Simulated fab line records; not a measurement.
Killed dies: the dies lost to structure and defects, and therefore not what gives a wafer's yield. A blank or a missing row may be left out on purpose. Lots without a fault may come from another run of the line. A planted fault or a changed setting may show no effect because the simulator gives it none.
Which of the tools did it? | flow sky130 | 12 lots (36 wafers sampled), 1 step of a 708-step route

== WHAT EACH GAUGE READ, for each wafer ==
SKY_CAPM_THK_MEAS_01.
lot  | measured     | on            | CAPM_CVD_00_THK (nm)
L605 | day 36 15:56 | film_metro-01 | 15.18 15.41 15.37
L606 | day 36 22:16 | film_metro-03 | 15.30 15.31 15.48
L607 | day 37 09:50 | film_metro-03 | 15.20 15.30 15.18
L608 | day 37 16:35 | film_metro-03 | 14.96 15.11 15.59
L617 | day 40 04:02 | film_metro-04 | 15.10 15.68 15.70
L618 | day 40 09:59 | film_metro-04 | 15.41 15.80 15.79
L619 | day 40 15:11 | film_metro-04 | 15.31 15.32 15.57
L620 | day 40 19:32 | film_metro-04 | 14.91 15.47 15.27
L621 | day 41 04:45 | film_metro-01 | 15.69 15.34 15.65
L622 | day 41 09:41 | film_metro-04 | 15.47 15.34 15.69
L623 | day 42 03:26 | film_metro-01 | 15.68 15.41 15.72
L626 | day 42 14:53 | film_metro-01 | 15.28 15.39 15.37

== EACH LOT AND THE TOOL THAT RAN IT (in order: tool; ch and the chambers of the sampled wafers; start) ==
The record holds no process step before these readings.

== WHAT THE TOOLS THEMSELVES READ (means of the sampled wafers that have a number; where no wafer has one, the mark that the record gives instead) ==
The record holds no such reading with a usual standard deviation.

== THE ANSWER, worked out from the rows above alone ==
Rule: the usual values come from the lots themselves. Put in order of their means at a reading, lots are off if they are a third of the lots or fewer, leave a main group of 4 or more, and stand apart from it by a gap of 3 or more times the standard deviation of the main group's means; of several such gaps the widest counts. If all means in a main group match to the digits the tables above print for the reading, that group is not used. Also off: a lot with no number at a reading for which 4 or more lots have one. The other lots that the step has rows for count as sound. First the gauges in route order, then the tools' own readings, where a lot's mean is used as printed above. At the first step where some lot is off, the reading lying furthest off is the one used; lots without a number count as furthest.
None of the lots is off at any reading shown; this tells nothing.

== WHAT THE SIMULATOR PUT IN ==
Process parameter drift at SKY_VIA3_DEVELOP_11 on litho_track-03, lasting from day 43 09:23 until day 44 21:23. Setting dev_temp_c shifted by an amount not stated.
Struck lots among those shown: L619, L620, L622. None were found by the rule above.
